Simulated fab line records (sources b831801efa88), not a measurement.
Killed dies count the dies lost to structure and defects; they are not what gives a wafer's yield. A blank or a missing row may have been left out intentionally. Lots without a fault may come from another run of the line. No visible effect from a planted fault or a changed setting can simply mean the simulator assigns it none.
fab line records	flow sky130
[record] lots = 6	wafers = 18	last_day = 50
route steps=708 shown POLY_GATE@229 LDD_N@237 PAD_OPEN@708
lots with no fault: from the same line, run without faults
start_h: hours from the record's opening day to when the first of the lot's shown wafers began	wait_h: hours since the lot's step before	" identical to the entry in the row above	L1.1+2: several wafers, shown together as one row	- no value, or no start given	* or withheld: withheld	< > ~ a bound
route shown NAME@n: NAME is a module with steps in the file, n the number in the route of the first one	usual: the fault-free wafers' mean and standard deviation	same: alike in all rows	chamber/n: place in a boat	sites: the reading at each site	_std_site: standard deviation of those values	_edge_site: inner sites' mean taken away from outer sites' mean	radius_mm: how far each site lies from the wafer's centre	mask NAME#n: copy n	behind: the tool/chamber that last shaped the wafer	hold: the reason the lot was held/the length of the hold in hours/how it ended	device: the n, p or np transistor that did not switch	end of line: the route-end tests of the same wafers	step lacking rows: just its recipe	killed: dies lost to structure and defects at the first sort, not the wafer's yield	map: dies across one wafer; x = killed, . = not, _ = none there
set.NAME: setting as actually run; set.NAME@STEP: the setting as run at that earlier step	model.NAME: the simulator's own value behind a step, which no gauge read
certain route steps with their lots: each step a table, each wafer a row
services: when a tool's chamber went out of use (start_h, in hours from the record's first day, below 0 if earlier), for how many hours, and the reason
[[steps]]
[step SKY_POLY_GATE_ETCH_15]
[recipe] chemistry = N2/H2	target = BARC	ion_energy_ev = 200	source_w = 500	bias_w = 100	pressure_mtorr = 30	n2_flow_sccm = 100	h2_flow_sccm = 200	stop_on = SiO2	time_s = 118.5	target_depth_a = 1100
[usual] bias_w = 100.02/0.3	drypump_motor_current_A = 5.9/0.38	n2_flow_sccm = 99.96/0.24	oes_product_au = 0.715/0.0047	throttle_valve_pct = 13.213/0.0095
lot.wafer	tool	chamber	start_h	wait_h	bias_w	drypump_motor_current_A	n2_flow_sccm	oes_product_au	rf_hours_counter_h	throttle_valve_pct
L711.1	rie_diel-04	2	370.75	0.0	99.92	5.5	99.36	0.724	6	13.202
L711.2	"	3	"	"	100.54	6.4	99.96	0.707	94	13.213
L711.4	"	1	"	"	100.36	5.5	100.09	0.712	64	13.224
L714.1	rie_diel-04	3	417.15	0.0	100.08	6.4	100.00	0.717	95	13.226
L714.5	"	2	"	"	100.53	5.5	99.95	0.721	-	13.215
L714.6	"	3	"	"	99.96	6.3	100.40	0.704	-	13.217
L716.1	rie_diel-04	2	432.92	0.0	99.78	5.5	100.26	0.716	7	13.227
L716.4	"	1	"	"	100.05	5.5	100.36	0.713	65	13.214
L716.6	"	0	"	"	100.09	6.3	99.92	0.718	-	13.203
L720.1	rie_diel-04	0	453.85	0.0	99.97	6.3	100.11	0.714	6	13.225
L720.2	"	1	"	"	100.18	5.5	99.97	0.711	65	13.194
L720.6	"	0	"	"	100.09	6.3	100.06	0.718	-	13.219
L731.1	rie_diel-04	1	540.82	0.0	100.27	5.5	99.88	0.711	68	13.197
L731.2	"	0	"	"	100.66	6.2	99.95	0.717	8	13.214
L731.6	"	1	"	"	100.36	5.5	99.98	0.713	-	13.221
L732.3	rie_diel-04	3	547.57	0.0	100.17	6.4	99.75	0.710	1	13.220
L732.4	"	0	"	"	99.69	6.3	99.88	0.720	8	13.201
L732.6	"	0	"	"	100.44	6.2	99.69	0.712	-	13.205
[step SKY_POLY_GATE_ETCH_16]
[recipe] stop_on = poly-Si	chemistry = CH3F/O2	target = Si3N4	source_w = 400	bias_w = 80	pressure_mtorr = 25	ch3f_flow_sccm = 40	O2_flow_sccm = 30	time_s = 147.5	target_depth_a = 750
[usual] bias_w = 79.98/0.24	drypump_motor_current_A = 5.9/0.38	oes_product_au = 0.640/0.0051	throttle_valve_pct = 10.535/0.0086
lot.wafer	tool	chamber	start_h	wait_h	bias_w	drypump_motor_current_A	oes_product_au	rf_hours_counter_h	throttle_valve_pct
L711.1	rie_diel-04	2	370.83	0.0	79.77	5.5	0.641	6	10.537
L711.2	"	3	"	"	79.85	6.3	0.631	94	10.521
L711.4	"	1	"	"	80.12	5.5	0.626	64	10.536
L714.1	rie_diel-04	3	417.23	0.0	79.70	6.3	0.637	95	10.535
L714.5	"	2	"	"	79.68	5.5	0.637	-	10.532
L714.6	"	3	"	"	80.33	6.3	0.644	-	10.537
L716.1	rie_diel-04	2	433.00	0.0	80.23	5.5	0.645	7	10.520
L716.4	"	1	"	"	79.91	5.5	0.631	65	10.549
L716.6	"	0	"	"	80.34	6.2	0.646	-	10.536
L720.1	rie_diel-04	0	453.93	0.0	80.48	6.2	0.642	6	10.526
L720.2	"	1	"	"	80.59	5.5	0.638	65	10.542
L720.6	"	0	"	"	80.02	6.2	0.635	-	10.533
L731.1	rie_diel-04	1	540.90	0.0	79.75	5.5	0.642	68	10.539
L731.2	"	0	"	"	79.53	6.3	0.640	8	10.536
L731.6	"	1	"	"	79.94	5.5	0.637	-	10.543
L732.3	rie_diel-04	3	547.65	0.0	79.81	6.4	0.645	1	10.532
L732.4	"	0	"	"	80.34	6.2	0.643	8	10.533
L732.6	"	0	"	"	79.99	6.2	0.637	-	10.543
[step SKY_POLY_GATE_ETCH_17]
[recipe] target_depth_nm = 180	stop_on = SiO2	over_etch_frac = 0.56667	chemistry = HBr/Cl2	target = poly-Si	icp_w = 400	bias_w = 100	pressure_mtorr = 10	HBr_flow_sccm = 150	Cl2_flow_sccm = 50	time_s = 70.5
[usual] bias_w = 100.0/0.32	drypump_motor_current_A = 5.6/0.42	oes_product_au = 0.985/0.0085	throttle_valve_pct = 33.685/0.0096
lot.wafer	tool	chamber	start_h	wait_h	bias_w	drypump_motor_current_A	oes_product_au	rf_hours_counter_h	throttle_valve_pct
L711.1	rie_si-02	3	370.93	0.0	99.6	5.1	0.981	39	33.682
L711.2	"	1	"	"	99.9	5.5	1.001	25	33.695
L711.4	"	2	"	"	100.2	5.3	0.991	1	33.683
L714.1	rie_si-02	2	417.33	0.0	99.6	5.3	0.998	1	33.683
L714.5	"	3	"	"	100.1	5.0	0.990	-	33.675
L714.6	"	0	"	"	100.0	6.1	0.980	-	33.672
L716.1	rie_si-02	2	433.10	0.0	99.7	5.3	0.983	1	33.684
L716.4	"	3	"	"	100.8	5.0	0.979	39	33.686
L716.6	"	0	"	"	99.8	6.1	0.979	-	33.671
L720.1	rie_si-01	0	454.03	0.0	99.5	6.2	0.992	49	33.684
L720.2	"	2	"	"	99.9	5.8	0.973	29	33.684
L720.6	"	2	"	"	100.7	5.8	0.986	-	33.680
L731.1	rie_si-01	1	541.00	0.0	99.5	5.0	0.982	4	33.672
L731.2	"	2	"	"	99.6	5.8	0.975	30	33.691
L731.6	"	2	"	"	100.5	5.8	0.970	-	33.692
L732.3	rie_si-02	0	547.75	0.0	100.5	6.1	0.978	4	33.690
L732.4	"	2	"	"	99.8	5.3	0.997	2	33.687
L732.6	"	1	"	"	99.5	5.5	0.992	-	33.683
[step SKY_POLY_GATE_STRIP_18]
[recipe] chemistry = O2/N2	power_w = 1400	pressure_mtorr = 1500	platen_temp_c = withheld	o2_flow_sccm = 3000	n2_flow_sccm = 300	overash_fraction = 0.5
[usual] drypump_motor_current_A = 6.0/0.45	n2_flow_sccm = 300.0/0.97	oes_product_au = 0.360/0.0046	strip_time_to_endpoint_s = 3.16/0.06
lot.wafer	tool	chamber	start_h	wait_h	drypump_motor_current_A	n2_flow_sccm	oes_product_au	rf_hours_counter_h	strip_time_to_endpoint_s
L711.1	plasma_asher-04	0	370.99	0.0	5.2	298.8	0.355	67	3.11
L711.2	"	1	"	"	5.9	299.9	0.357	67	3.15
L711.4	"	1	"	"	5.9	301.2	0.356	-	3.19
L714.1	plasma_asher-04	1	417.39	0.0	5.9	298.8	0.364	72	3.16
L714.5	"	1	"	"	5.9	298.7	0.362	-	3.17
L714.6	"	0	"	"	5.2	300.7	0.368	-	3.19
L716.1	plasma_asher-01	0	433.16	0.0	5.8	298.6	0.365	63	3.17
L716.4	"	1	"	"	6.8	298.6	0.371	-	3.22
L716.6	"	0	"	"	5.8	299.4	0.365	-	3.17
L720.1	plasma_asher-01	1	454.09	0.0	6.7	301.3	0.364	65	3.13
L720.2	"	0	"	"	5.8	299.7	0.372	65	3.24
L720.6	"	0	"	"	5.8	298.0	0.352	-	3.17
L731.1	plasma_asher-02	0	541.06	0.0	6.0	299.9	0.361	43	3.21
L731.2	"	1	"	"	5.7	299.3	0.362	43	3.18
L731.6	"	1	"	"	5.8	300.2	0.356	-	3.23
L732.3	plasma_asher-01	1	547.84	0.1	6.7	299.7	0.362	-	3.28
L732.4	"	0	"	"	5.8	301.0	0.360	-	3.16
L732.6	"	0	"	"	5.9	299.7	0.354	-	3.12
[step SKY_POLY_GATE_CLEAN_19]
[recipe] chemistry = SC1/SC2	mix = 1:4:20	temp_c = 70	time_s = 150	dry = n2_spin
[step SKY_POLY_GATE_OXIDATION_20]
[recipe] temp_c = 850	ambient = O2	stabilise_s = 600	purge_s = 300	target_thk_a = 40	ox_time_s = 899
[step SKY_POLY_GATE_THK_MEAS_21]
[recipe] reads = SiO2_of_POLY_GATE_OXIDATION_20
[usual] POLY_GATE_OXIDATION_THK = 4.02/0.068
lot.wafer	tool	chamber	start_h	wait_h	POLY_GATE_OXIDATION_THK[nm]
L711.1	film_metro-02	-	373.63	0.0	3.96
L711.2	"	-	"	"	3.92
L711.4	"	-	"	"	4.04
L714.1	film_metro-01	-	419.05	0.0	4.02
L714.5	"	-	"	"	3.98
L714.6	"	-	"	"	3.90
L716.1	film_metro-01	-	435.18	0.0	3.99
L716.4	"	-	"	"	3.92
L716.6	"	-	"	"	3.92
L720.1	film_metro-01	-	455.49	0.0	3.99
L720.2	"	-	"	"	4.01
L720.6	"	-	"	"	4.02
L731.1	film_metro-01	-	542.46	0.0	4.06
L731.2	"	-	"	"	4.07
L731.6	"	-	"	"	4.14
L732.3	film_metro-02	-	549.22	0.0	4.15
L732.4	"	-	"	"	4.06
L732.6	"	-	"	"	4.08
[step SKY_POLY_GATE_CD_MEAS_22]
[usual] cd_nm = 151/3.1
lot.wafer	tool	chamber	start_h	wait_h	cd_nm
L711.1	cd_sem-01	-	373.69	0.1	154
L711.2	"	-	"	"	153
L711.4	"	-	"	"	152
L714.1	cd_sem-01	-	419.11	0.1	145
L714.5	"	-	"	"	148
L714.6	"	-	"	"	147
L716.1	cd_sem-01	-	435.24	0.1	152
L716.4	"	-	"	"	150
L716.6	"	-	"	"	151
L720.1	cd_sem-02	-	455.55	0.1	150
L720.2	"	-	"	"	148
L720.6	"	-	"	"	147
L731.1	cd_sem-02	-	542.52	0.1	150
L731.2	"	-	"	"	150
L731.6	"	-	"	"	149
L732.3	cd_sem-02	-	549.32	0.1	152
L732.4	"	-	"	"	150
L732.6	"	-	"	"	156
[step SKY_LDD_N_DEHYDRATE_00]
[recipe] temp_c = 200	time_s = 60
[step SKY_LDD_N_HMDS_01]
[recipe] prime_time_s = 60	prime_temp_c = 120
[step SKY_LDD_N_COAT_02]
[recipe] resist = NOVOLAK	spin_rpm = 3000	resist_thk_nm = 300
[step SKY_LDD_N_SOFTBAKE_03]
[recipe] temp_c = 90	time_s = 60	resist = NOVOLAK
[step SKY_LDD_N_EXPOSE_04]
[recipe] mask_id = NTM	target_cd_nm = 840	na = 0.6	source_shape = conventional	sigma_outer = 0.6	dose_mj = 110
[usual] exposure_dose_mJ_cm2 = 110.00/0.1
lot.wafer	tool	chamber	start_h	wait_h	mask	exposure_dose_mJ_cm2	model.LDD_N.overlay_x_nm
L711.1	iline_stepper-01	0	388.27	-	NTM#0	110.05	-1.298
L711.2	"	0	"	"	NTM#0	110.05	-1.298
L711.4	"	0	"	"	NTM#0	110.08	-1.298
L714.1	iline_stepper-02	0	433.79	-	NTM#0	110.02	-0.2959
L714.5	"	0	"	"	NTM#0	109.83	-0.2959
L714.6	"	0	"	"	NTM#0	110.02	-0.2959
L716.1	iline_stepper-01	0	451.38	-	NTM#0	110.15	-0.04984
L716.4	"	0	"	"	NTM#0	110.02	-0.04984
L716.6	"	0	"	"	NTM#0	110.14	-0.04984
L720.1	iline_stepper-01	0	471.01	-	NTM#0	109.95	-0.9601
L720.2	"	0	"	"	NTM#0	109.94	-0.9601
L720.6	"	0	"	"	NTM#0	109.98	-0.9601
L731.1	iline_stepper-01	0	557.02	-	NTM#0	109.92	70.15
L731.2	"	0	"	"	NTM#0	110.05	70.15
L731.6	"	0	"	"	NTM#0	110.10	70.15
L732.3	iline_stepper-01	0	564.30	-	NTM#0	110.07	70.51
L732.4	"	0	"	"	NTM#0	110.06	70.51
L732.6	"	0	"	"	NTM#0	109.92	70.51
[step SKY_LDD_N_PEB_05]
[recipe] temp_c = withheld	time_s = *	resist = NOVOLAK
[step SKY_LDD_N_DEVELOP_06]
[recipe] develop_time_s = 60	dev_temp_c = 23
[step SKY_LDD_N_OVL_MEAS_07]
[usual] LDD_N_OVL = -1.3/1.3
lot.wafer	tool	chamber	start_h	wait_h	LDD_N_OVL[nm]
L711.1	overlay-02	-	402.24	0.1	-2.2
L711.2	"	-	"	"	-3.7
L711.4	"	-	"	"	-1.0
L714.1	overlay-01	-	449.19	0.1	-2.5
L714.5	"	-	"	"	-0.1
L714.6	"	-	"	"	-1.5
L716.1	overlay-02	-	466.76	0.1	0.2
L716.4	"	-	"	"	-1.3
L716.6	"	-	"	"	-0.7
L720.1	overlay-01	-	485.46	0.1	-2.7
L720.2	"	-	"	"	-1.4
L720.6	"	-	"	"	-2.7
L731.1	overlay-01	-	571.96	0.1	69.2
L731.2	"	-	"	"	69.6
L731.6	"	-	"	"	70.1
L732.3	overlay-02	-	579.52	0.1	68.9
L732.4	"	-	"	"	69.3
L732.6	"	-	"	"	69.1
[step SKY_LDD_N_IMPLANT_08]
[recipe] species = As	energy_kev = 20	dose_cm2 = 7.5e+13	tilt_deg = withheld	rotation_deg = 23
[step SKY_PAD_OPEN_PROBE_99]
[usual] killed_at_M0_to_M3 = 44/7.1	killed_at_M4_up = 3.5/2	killed_at_contacts = 24/5.3	killed_at_front_end = 15/4.8	killed_at_other = 0.1/0.35	killed_dies = 86/9.3	killed_open = 47/7.8	killed_short = 39/5.9
[same] gross_dies = 492	killed_at_back_side = 0
lot.wafer	tool	chamber	start_h	wait_h	killed_at_M0_to_M3	killed_at_M4_up	killed_at_contacts	killed_at_front_end	killed_at_other	killed_dies	killed_open	killed_short
L711.1	prober-01	-	1073.63	0.1	36	6	26	20	0	88	51	37
L711.2	prober-01	-	1073.68	0.1	40	3	24	15	0	82	45	37
L711.4	prober-01	-	1073.78	0.2	38	4	29	22	0	93	58	35
L714.1	prober-02	-	1106.41	0.1	36	4	25	23	0	88	46	42
L714.5	prober-02	-	1106.61	0.2	52	4	23	19	0	98	58	40
L714.6	prober-02	-	1106.66	0.2	47	2	28	16	1	94	56	38
L716.1	prober-02	-	1119.38	0.1	41	5	24	21	0	91	39	52
L716.4	prober-02	-	1119.53	0.2	50	4	25	14	0	93	46	47
L716.6	prober-02	-	1119.63	0.2	41	3	21	13	1	79	43	36
L720.1	prober-01	-	1130.36	0.1	29	11	21	11	0	72	39	33
L720.2	prober-01	-	1130.41	0.1	57	3	17	13	0	90	49	41
L720.6	prober-01	-	1130.61	0.2	41	6	19	11	0	77	35	42
L731.1	prober-02	-	1182.67	0.1	55	7	25	16	0	103	60	43
L731.2	prober-02	-	1182.72	0.1	44	5	25	16	0	90	41	49
L731.6	prober-02	-	1182.92	0.2	32	7	12	24	0	75	33	42
L732.3	prober-02	-	1190.10	0.2	43	4	22	19	0	88	48	40
L732.4	prober-02	-	1190.15	0.2	50	4	23	16	0	93	43	50
L732.6	prober-02	-	1190.25	0.2	52	3	35	24	0	114	63	51
// killed by level:class
L711.1 VIA1:geometric_particle:open=10 VIA3:geometric_particle:open=9 CONTACT:geometric_particle:open=8 POLY_GATE:geometric_particle:open=6 LI_CONTACT:geometric_particle:open=6 CONTACT:geometric_particle:short=6 FIELD_ISO:geometric_particle:short=5 LOCAL_INTERCONNECT:geometric_particle:short=4
L711.2 VIA1:geometric_particle:open=9 CONTACT:geometric_particle:open=8 VIA3:geometric_particle:open=7 POLY_GATE:geometric_particle:short=6 METAL1:geometric_particle:short=6 LI_CONTACT:geometric_particle:open=5 FIELD_ISO:geometric_particle:open=4 LOCAL_INTERCONNECT:geometric_particle:short=4
L711.4 CONTACT:geometric_particle:open=11 VIA3:geometric_particle:open=9 METAL2:geometric_particle:short=8 VIA1:geometric_particle:open=8 LI_CONTACT:geometric_particle:open=7 FIELD_ISO:geometric_particle:short=6 VIA2:geometric_particle:open=6 LI_CONTACT:geometric_particle:short=5
L714.1 METAL1:geometric_particle:short=9 CONTACT:geometric_particle:open=9 POLY_GATE:geometric_particle:short=6 POLY_GATE:geometric_particle:open=6 LI_CONTACT:geometric_particle:open=6 CONTACT:geometric_particle:short=6 VIA1:geometric_particle:open=5 METAL2:geometric_particle:short=5
L714.5 VIA1:geometric_particle:open=15 VIA2:geometric_particle:open=11 FIELD_ISO:geometric_particle:open=8 LI_CONTACT:geometric_particle:open=8 CONTACT:geometric_particle:short=5 VIA1:geometric_particle:short=5 METAL2:geometric_particle:short=5 VIA3:geometric_particle:open=5
L714.6 VIA1:geometric_particle:open=19 CONTACT:geometric_particle:open=10 LI_CONTACT:geometric_particle:open=7 CONTACT:geometric_particle:short=6 FIELD_ISO:geometric_particle:open=4 POLY_GATE:geometric_particle:open=4 METAL1:geometric_particle:short=4 METAL2:geometric_particle:short=4
L716.1 LI_CONTACT:geometric_particle:open=8 METAL2:geometric_particle:short=8 POLY_GATE:geometric_particle:short=7 VIA1:geometric_particle:open=6 VIA2:geometric_particle:open=6 LI_CONTACT:geometric_particle:short=5 VIA1:geometric_particle:short=5 FIELD_ISO:geometric_particle:short=4
L716.4 VIA1:geometric_particle:open=13 VIA2:geometric_particle:open=9 LI_CONTACT:geometric_particle:open=7 VIA2:geometric_particle:short=6 CONTACT:geometric_particle:open=6 METAL1:geometric_particle:short=6 CONTACT:geometric_particle:short=5 FIELD_ISO:geometric_particle:short=4
L716.6 CONTACT:geometric_particle:short=8 VIA1:geometric_particle:open=7 METAL2:geometric_particle:short=7 VIA2:geometric_particle:open=7 VIA3:geometric_particle:open=7 POLY_GATE:geometric_particle:short=4 LI_CONTACT:geometric_particle:open=4 CONTACT:geometric_particle:open=4
L720.1 METAL4:geometric_particle:short=9 CONTACT:geometric_particle:open=8 VIA1:geometric_particle:open=8 VIA2:geometric_particle:open=7 CONTACT:geometric_particle:short=5 LI_CONTACT:geometric_particle:open=4 FIELD_ISO:geometric_particle:short=3 POLY_GATE:geometric_particle:open=3
L720.2 VIA1:geometric_particle:open=10 VIA1:geometric_particle:short=8 VIA3:geometric_particle:open=8 VIA2:geometric_particle:open=8 METAL2:geometric_particle:short=7 LI_CONTACT:geometric_particle:open=6 CONTACT:geometric_particle:open=6 METAL3:geometric_particle:short=5
L720.6 METAL2:geometric_particle:short=12 VIA1:geometric_particle:open=10 FIELD_ISO:geometric_particle:open=5 LOCAL_INTERCONNECT:geometric_particle:short=5 METAL4:geometric_particle:short=5 METAL1:geometric_particle:short=4 CONTACT:geometric_particle:open=4 VIA2:geometric_particle:open=4
L731.1 VIA1:geometric_particle:open=14 CONTACT:geometric_particle:open=12 METAL1:geometric_particle:short=6 VIA2:geometric_particle:open=6 VIA3:geometric_particle:open=6 LI_CONTACT:geometric_particle:open=5 VIA1:geometric_particle:short=5 METAL3:geometric_particle:short=5
L731.2 METAL2:geometric_particle:short=10 LI_CONTACT:geometric_particle:open=9 METAL1:geometric_particle:short=6 CONTACT:geometric_particle:open=6 VIA1:geometric_particle:open=6 LOCAL_INTERCONNECT:geometric_particle:short=5 VIA2:geometric_particle:short=5 VIA3:geometric_particle:open=5
L731.6 FIELD_ISO:geometric_particle:open=8 VIA1:geometric_particle:open=7 FIELD_ISO:geometric_particle:short=6 METAL4:geometric_particle:short=6 METAL1:geometric_particle:short=5 METAL2:geometric_particle:short=5 POLY_GATE:geometric_particle:open=4 LI_CONTACT:geometric_particle:open=3
L732.3 VIA1:geometric_particle:open=11 VIA2:geometric_particle:open=9 METAL2:geometric_particle:short=7 CONTACT:geometric_particle:open=7 FIELD_ISO:geometric_particle:short=5 LI_CONTACT:geometric_particle:open=5 VIA2:geometric_particle:short=5 FIELD_ISO:geometric_particle:open=4
L732.4 VIA1:geometric_particle:open=13 VIA1:geometric_particle:short=9 CONTACT:geometric_particle:open=8 POLY_GATE:geometric_particle:short=7 LI_CONTACT:geometric_particle:open=7 METAL1:geometric_particle:short=7 CONTACT:geometric_particle:short=6 METAL3:geometric_particle:short=5
L732.6 VIA1:geometric_particle:open=17 CONTACT:geometric_particle:open=9 LI_CONTACT:geometric_particle:open=9 VIA2:geometric_particle:open=9 METAL2:geometric_particle:short=8 CONTACT:geometric_particle:short=8 LOCAL_INTERCONNECT:geometric_particle:short=7 POLY_GATE:geometric_particle:short=5
[[services]]
tool	chamber	start_h	hours	kind
plasma_asher-02	-	357.47	2.8	pm
iline_stepper-01	-	361.64	1.7	pm
iline_stepper-01	-	389.85	0.7	repair
rie_diel-04	1	407.28	2.9	repair
iline_stepper-01	-	409.96	1.2	repair
plasma_asher-04	-	421.25	9.0	pm
rie_si-01	1	421.73	9.4	repair
plasma_asher-02	-	426.38	9.4	repair
iline_stepper-01	-	431.20	5.4	repair
iline_stepper-02	-	436.56	4.4	pm
rie_si-01	1	450.53	7.7	repair
rie_si-01	-	454.52	0.6	repair
rie_diel-04	2	457.39	4.0	repair
rie_diel-04	0	468.40	3.4	repair
rie_diel-04	-	468.91	2.8	pm
plasma_asher-01	-	470.62	7.4	repair
iline_stepper-02	-	476.40	1.7	pm
rie_diel-04	3	479.94	-	clean
rie_diel-04	3	479.94	19.6	scheduled_down
rie_diel-04	3	479.94	19.6	vent_cycle
rie_si-02	2	498.13	9.4	repair
iline_stepper-01	-	500.83	3.8	repair
rie_diel-04	-	527.20	0.4	repair
iline_stepper-01	-	537.37	6.3	repair
[[key]]
[first_sign] step = SKY_LDD_N_OVL_MEAS_07	reading = LDD_N_OVL	direction = up	sigmas = 55	usual = -1.3	struck = 69.4
effect none on later readings
[model_effect] step = SKY_LDD_N_EXPOSE_04	value = LDD_N.overlay_x_nm	without = -0.8942	struck = 70.33
met_at SKY_LDD_N_EXPOSE_04
struck_wafers L731.1,L731.2,L731.6,L732.3,L732.4,L732.6
tester_left_out L731,L732
onset_between 471.01 557.02
also_fits time
[fault] kind = scanner_matching_overlay	tool = iline_stepper-01	chamber = -	onset_h = 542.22	steps = SKY_LDD_N_EXPOSE_04	offset = 71.226
// tester_left_out: of these lots the tester's yield and bins aren't shown, on N5 and GAA mostly nor the transistor test; their killed dies are dies lost to structure and defects alone, not to doping, threshold or leakage, so they don't give the yield
